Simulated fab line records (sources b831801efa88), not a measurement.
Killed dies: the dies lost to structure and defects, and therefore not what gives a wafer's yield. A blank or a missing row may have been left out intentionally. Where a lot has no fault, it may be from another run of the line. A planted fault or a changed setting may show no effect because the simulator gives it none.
fab line records    flow sky130
[record] lots = 13  wafers = 39  last_day = 51
route steps=708 shown CONTACT@421 METAL1@436 VIA3@573
lots untouched by any fault: they come from a run of this same line in which no faults occurred
start_h: the number of hours between the record's first day and the start of the first shown wafer of the lot    wait_h: how many hours have passed since the lot's step before this one    " same as the row above    L1.1+2: a row that stands for several wafers    - no value, or no start given    * or withheld: withheld    < > ~ a bound
route shown NAME@n: names a module that has steps shown in the file, with the first one's number in the route    usual: mean/standard deviation taken from wafers without a fault    same: alike in all rows    chamber/n: place in a boat    sites: each site's reading    _std_site: standard deviation of those values    _edge_site: mean of outer sites minus mean of inner sites    radius_mm: for every site, how far away it sits from the centre of the wafer    mask NAME#n: copy n    behind: the most recent tool/chamber to have shaped the wafer    hold: the reason the lot was held/the length of the hold in hours/how it ended    device: which transistor (n, p or np) failed to switch    end of line: at the end of the route, the tests of the same wafers    a step given without rows: its recipe and nothing more    killed: not the wafer's yield, but the dies lost to structure and defects at the first sort    map: per-die view of a wafer (x killed, . not killed, _ where there is no die)
set.NAME: the setting that was run; set.NAME@STEP: the one run at that earlier step    model.NAME: the simulator's own value behind a step, which no gauge read
route steps across a sampled set of lots; one table per step, one row per wafer
services: when a tool's chamber went out of use (start_h, in hours from the record's first day, below 0 if earlier), for how many hours, and the reason
[[steps]]
[step SKY_CONTACT_OVL_MEAS_15]
[usual] CONTACT_OVL = 1/6.1
lot.wafer  tool        chamber  start_h  wait_h  CONTACT_OVL[nm]
L710.2     overlay-02  -        760.97   0.1     10
L710.5     "           -        "        "       -1
L710.6     "           -        "        "       5
L711.1     overlay-02  -        772.52   0.1     -1
L711.3     "           -        "        "       6
L711.5     "           -        "        "       0
L712.1     overlay-02  -        773.47   0.1     -3
L712.5     "           -        "        "       2
L712.6     "           -        "        "       -7
L713.3     overlay-01  -        780.65   0.1     -3
L713.5     "           -        "        "       -6
L713.6     "           -        "        "       2
L714.1     overlay-01  -        789.21   0.1     0
L714.4     "           -        "        "       3
L714.5     "           -        "        "       3
L715.1     overlay-01  -        793.23   0.1     6
L715.2     "           -        "        "       6
L715.3     "           -        "        "       6
L716.1     overlay-02  -        798.79   0.1     -1
L716.3     "           -        "        "       3
L716.4     "           -        "        "       8
L718.1     overlay-02  -        812.61   0.1     10
L718.2     "           -        "        "       1
L718.3     "           -        "        "       7
L727.1     overlay-02  -        881.66   0.1     6
L727.5     "           -        "        "       3
L727.6     "           -        "        "       16
L729.2     overlay-01  -        900.78   0.1     1
L729.3     "           -        "        "       -3
L729.6     "           -        "        "       -2
L731.2     overlay-01  -        910.74   0.1     -1
L731.3     "           -        "        "       6
L731.6     "           -        "        "       1
L732.4     overlay-02  -        916.36   0.1     5
L732.5     "           -        "        "       -4
L732.6     "           -        "        "       3
L733.1     overlay-02  -        925.49   0.1     -1
L733.3     "           -        "        "       -6
L733.5     "           -        "        "       -3
[step SKY_METAL1_SPUTTER_02]
[recipe] material = AlCu  target_thk_nm = 250  power_w = 10600  time_s = 13.3  chamber_pressure_pa = 0.4
[usual] throttle_valve_pct = 30.0/1.1
lot.wafer  tool            chamber  start_h  wait_h  throttle_valve_pct
L710.2     pvd_sputter-01  -        762.51   0.0     30.0
L710.5     "               -        "        "       30.8
L710.6     "               -        "        "       30.4
L711.1     pvd_sputter-04  -        773.98   0.0     31.7
L711.3     "               -        "        "       28.6
L711.5     "               -        "        "       30.9
L712.1     pvd_sputter-03  -        774.93   0.0     29.5
L712.5     "               -        "        "       29.6
L712.6     "               -        "        "       29.4
L713.3     pvd_sputter-01  -        782.14   0.0     28.4
L713.5     "               -        "        "       30.8
L713.6     "               -        "        "       28.5
L714.1     pvd_sputter-01  -        790.67   0.0     30.8
L714.4     "               -        "        "       28.4
L714.5     "               -        "        "       30.6
L715.1     pvd_sputter-03  -        794.73   0.0     31.6
L715.2     "               -        "        "       28.3
L715.3     "               -        "        "       29.5
L716.1     pvd_sputter-04  -        800.25   0.0     28.6
L716.3     "               -        "        "       31.0
L716.4     "               -        "        "       30.8
L718.1     pvd_sputter-04  -        814.08   0.0     31.7
L718.2     "               -        "        "       30.5
L718.3     "               -        "        "       28.5
L727.1     pvd_sputter-01  -        883.15   0.0     28.0
L727.5     "               -        "        "       29.8
L727.6     "               -        "        "       28.4
L729.2     pvd_sputter-01  -        902.27   0.0     31.0
L729.3     "               -        "        "       30.4
L729.6     "               -        "        "       31.1
L731.2     pvd_sputter-03  -        912.23   0.0     28.2
L731.3     "               -        "        "       29.4
L731.6     "               -        "        "       31.7
L732.4     pvd_sputter-01  -        917.83   0.0     30.0
L732.5     "               -        "        "       28.5
L732.6     "               -        "        "       30.2
L733.1     pvd_sputter-04  -        926.99   0.0     30.8
L733.3     "               -        "        "       28.4
L733.5     "               -        "        "       30.6
[step SKY_METAL1_ETCH_18]
[recipe] chemistry = N2/H2  target = BARC  ion_energy_ev = 200  bias_w = 100  pressure_mtorr = 30  n2_flow_sccm = 100  h2_flow_sccm = 200  icp_w = 500  stop_on = SiO2  time_s = 45.9  target_depth_a = 600
[usual] drypump_motor_current_A = 5.94/0.16  he_backside_leak_sccm = 3.51/0.16  oes_product_au = 0.856/0.0048  throttle_valve_pct = 13.224/0.0085
lot.wafer  tool          chamber  start_h  wait_h  drypump_motor_current_A  he_backside_leak_sccm  oes_product_au  rf_hours_counter_h  throttle_valve_pct
L710.2     rie_metal-01  1        790.70   0.0     6.03                     3.30                   0.853           13                  13.231
L710.5     "             0        "        "       5.80                     3.67                   0.852           -                   13.237
L710.6     "             1        "        "       6.06                     3.35                   0.852           -                   13.220
L711.1     rie_metal-02  0        801.95   0.0     5.90                     3.36                   0.860           2                   13.235
L711.3     "             0        "        "       5.92                     3.35                   0.859           -                   13.228
L711.5     "             0        "        "       5.90                     3.42                   0.854           -                   13.212
L712.1     rie_metal-03  0        803.11   0.0     6.22                     3.50                   0.861           15                  13.218
L712.5     "             1        "        "       5.65                     3.40                   0.860           -                   13.233
L712.6     "             0        "        "       6.23                     3.45                   0.852           -                   13.226
L713.3     rie_metal-02  0        809.81   0.0     5.89                     3.31                   0.858           -                   13.221
L713.5     "             1        "        "       6.06                     3.50                   0.856           -                   13.225
L713.6     "             0        "        "       5.89                     3.37                   0.858           -                   13.226
L714.1     rie_metal-01  0        817.77   0.0     5.78                     3.70                   0.855           7                   13.236
L714.4     "             0        "        "       5.79                     3.75                   0.864           -                   13.215
L714.5     "             1        "        "       6.04                     3.45                   0.856           -                   13.245
L715.1     rie_metal-01  0        821.81   0.0     5.78                     3.71                   0.855           7                   13.233
L715.2     "             1        "        "       6.05                     3.68                   0.855           14                  13.224
L715.3     "             0        "        "       5.79                     3.64                   0.857           -                   13.221
L716.1     rie_metal-01  1        826.56   0.0     6.06                     3.56                   0.858           14                  13.227
L716.3     "             0        "        "       5.78                     3.65                   0.856           -                   13.217
L716.4     "             1        "        "       6.05                     3.40                   0.851           -                   13.229
L718.1     rie_metal-02  0        840.66   0.0     5.94                     3.38                   0.846           3                   13.223
L718.2     "             1        "        "       6.11                     3.39                   0.856           11                  13.243
L718.3     "             0        "        "       5.91                     3.43                   0.854           -                   13.226
L727.1     rie_metal-01  1        909.24   0.0     6.02                     3.21                   0.857           18                  13.234
L727.5     "             1        "        "       6.02                     3.63                   0.849           -                   13.230
L727.6     "             0        "        "       5.79                     3.55                   0.856           -                   13.217
L729.2     rie_metal-02  0        929.00   0.0     5.88                     3.44                   0.858           7                   13.218
L729.3     "             0        "        "       5.91                     3.53                   0.850           -                   13.232
L729.6     "             1        "        "       6.06                     3.41                   0.862           -                   13.223
L731.2     rie_metal-02  1        938.09   0.0     6.10                     3.40                   0.854           16                  13.224
L731.3     "             1        "        "       6.07                     3.39                   0.851           -                   13.234
L731.6     "             0        "        "       5.88                     3.25                   0.855           -                   13.233
L732.4     rie_metal-03  0        943.43   0.0     6.23                     3.36                   0.853           -                   13.224
L732.5     "             0        "        "       6.22                     3.17                   0.847           -                   13.230
L732.6     "             1        "        "       5.66                     3.39                   0.843           -                   13.243
L733.1     rie_metal-01  0        952.35   0.0     5.79                     3.54                   0.849           13                  13.225
L733.3     "             1        "        "       6.03                     3.58                   0.857           -                   13.206
L733.5     "             0        "        "       5.79                     3.55                   0.853           -                   13.230
[step SKY_VIA3_HDPCVD_00]
[recipe] material = SiO2  target_thk_nm = 1635  sigma_open_frac = 0.3  time_s = 272.5  temp_c = 400  sih4_flow_sccm = 60  pressure_mtorr = 6
lot.wafer   tool       chamber  start_h  wait_h
L710.2+5+6  hdpcvd-01  0,0,1    931.59   0.0
L711.1+3+5  hdpcvd-02  1,0,0    939.59   0.0
L712.1+5+6  hdpcvd-01  0,1,2    942.81   0.0
L713.3+5+6  hdpcvd-01  0,1,2    948.61   0.0
L714.1+4+5  hdpcvd-01  2,0,2    957.28   0.0
L715.1+2+3  hdpcvd-01  2,0,1    959.39   0.0
L716.1+3+4  hdpcvd-01  0,1,1    963.20   0.0
L718.1+2+3  hdpcvd-01  0,2,1    977.20   0.0
L727.1+5+6  hdpcvd-02  1,1,2    1039.28  0.0
L729.2+3+6  hdpcvd-02  2,1,2    1057.05  0.0
L731.2+3+6  hdpcvd-01  0,2,1    1067.72  0.0
L732.4+5+6  hdpcvd-01  0,2,1    1068.79  0.1
L733.1+3+5  hdpcvd-01  1,2,2    1079.02  0.0
[step SKY_VIA3_THK_MEAS_01]
[recipe] reads = SiO2_of_VIA3_HDPCVD_00
[usual] VIA3_HDPCVD_THK = 1640/15
lot.wafer  tool           chamber  start_h  wait_h  VIA3_HDPCVD_THK[nm]
L710.2     film_metro-03  -        931.77   0.1     1615
L710.5     "              -        "        "       1614
L710.6     "              -        "        "       1631
L711.1     film_metro-01  -        939.76   0.1     1653
L711.3     "              -        "        "       1650
L711.5     "              -        "        "       1670
L712.1     film_metro-02  -        942.98   0.1     1631
L712.5     "              -        "        "       1622
L712.6     "              -        "        "       1625
L713.3     film_metro-01  -        948.80   0.1     1646
L713.5     "              -        "        "       1636
L713.6     "              -        "        "       1651
L714.1     film_metro-03  -        957.45   0.1     1655
L714.4     "              -        "        "       1646
L714.5     "              -        "        "       1650
L715.1     film_metro-02  -        959.56   0.1     1650
L715.2     "              -        "        "       1637
L715.3     "              -        "        "       1648
L716.1     film_metro-02  -        963.37   0.1     1617
L716.3     "              -        "        "       1613
L716.4     "              -        "        "       1633
L718.1     film_metro-01  -        977.37   0.1     1635
L718.2     "              -        "        "       1639
L718.3     "              -        "        "       760
L727.1     film_metro-02  -        1039.45  0.1     1647
L727.5     "              -        "        "       1627
L727.6     "              -        "        "       1622
L729.2     film_metro-01  -        1057.23  0.1     1643
L729.3     "              -        "        "       1632
L729.6     "              -        "        "       1647
L731.2     film_metro-02  -        1067.89  0.1     1652
L731.3     "              -        "        "       1665
L731.6     "              -        "        "       1640
L732.4     film_metro-02  -        1068.91  0.0     1645
L732.5     "              -        "        "       1655
L732.6     "              -        "        "       1637
L733.1     film_metro-03  -        1079.18  0.1     1646
L733.3     "              -        "        "       1663
L733.5     "              -        "        "       1662
[[services]]
tool            chamber  start_h  hours  kind
hdpcvd-02       -        757.34   1.1    repair
hdpcvd-01       0        791.29   12.5   repair
rie_metal-01    -        829.61   0.4    repair
pvd_sputter-04  -        867.48   2.8    repair
rie_metal-01    1        928.90   -      clean
rie_metal-01    1        928.90   18.7   scheduled_down
rie_metal-01    1        928.90   18.7   vent_cycle
hdpcvd-02       -        950.25   15.0   pm
hdpcvd-02       2        951.16   10.9   repair
rie_metal-02    0        952.25   3.7    repair
rie_metal-01    0        963.91   4.2    repair
hdpcvd-01       0        965.73   4.9    repair
hdpcvd-01       2        966.14   9.9    repair
rie_metal-02    -        973.37   0.6    repair
pvd_sputter-04  -        975.56   4.8    repair
rie_metal-02    1        988.39   -      clean
rie_metal-02    1        988.39   12.7   scheduled_down
hdpcvd-01       0        1014.89  9.9    repair
pvd_sputter-03  -        1026.05  0.8    repair
hdpcvd-01       -        1034.14  5.5    pm
pvd_sputter-04  -        1039.09  1.9    repair
rie_metal-02    1        1045.82  5.2    repair
hdpcvd-02       -        1060.74  1.7    repair
pvd_sputter-01  -        1064.13  2.9    repair
[[key]]
[first_sign] step = SKY_VIA3_THK_MEAS_01  reading = VIA3_HDPCVD_THK  direction = down  sigmas = 57  usual = 1640  struck = 760
effect none on later readings
met_at SKY_VIA3_HDPCVD_00
struck_lots L718
struck_wafers L718.3
sort_left_out L718.3
not_acting_at SKY_CONTACT_OVL_MEAS_15,SKY_METAL1_SPUTTER_02,SKY_METAL1_ETCH_18
onset_between 963.20 977.20
[fault] kind = process_parameter_drift  tool = hdpcvd-01  chamber = -  onset_h = 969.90  steps = SKY_VIA3_HDPCVD_00  channel = target_thk_nm  offset = -878.57  shape = step  end_h = 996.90  scope = struck_wafers_only  acts_in = these_recipes_only  stated = 1635
// sort_left_out: the simulated sort isn't trusted on such a fault, so these wafers' sort isn't shown, and their yield isn't known
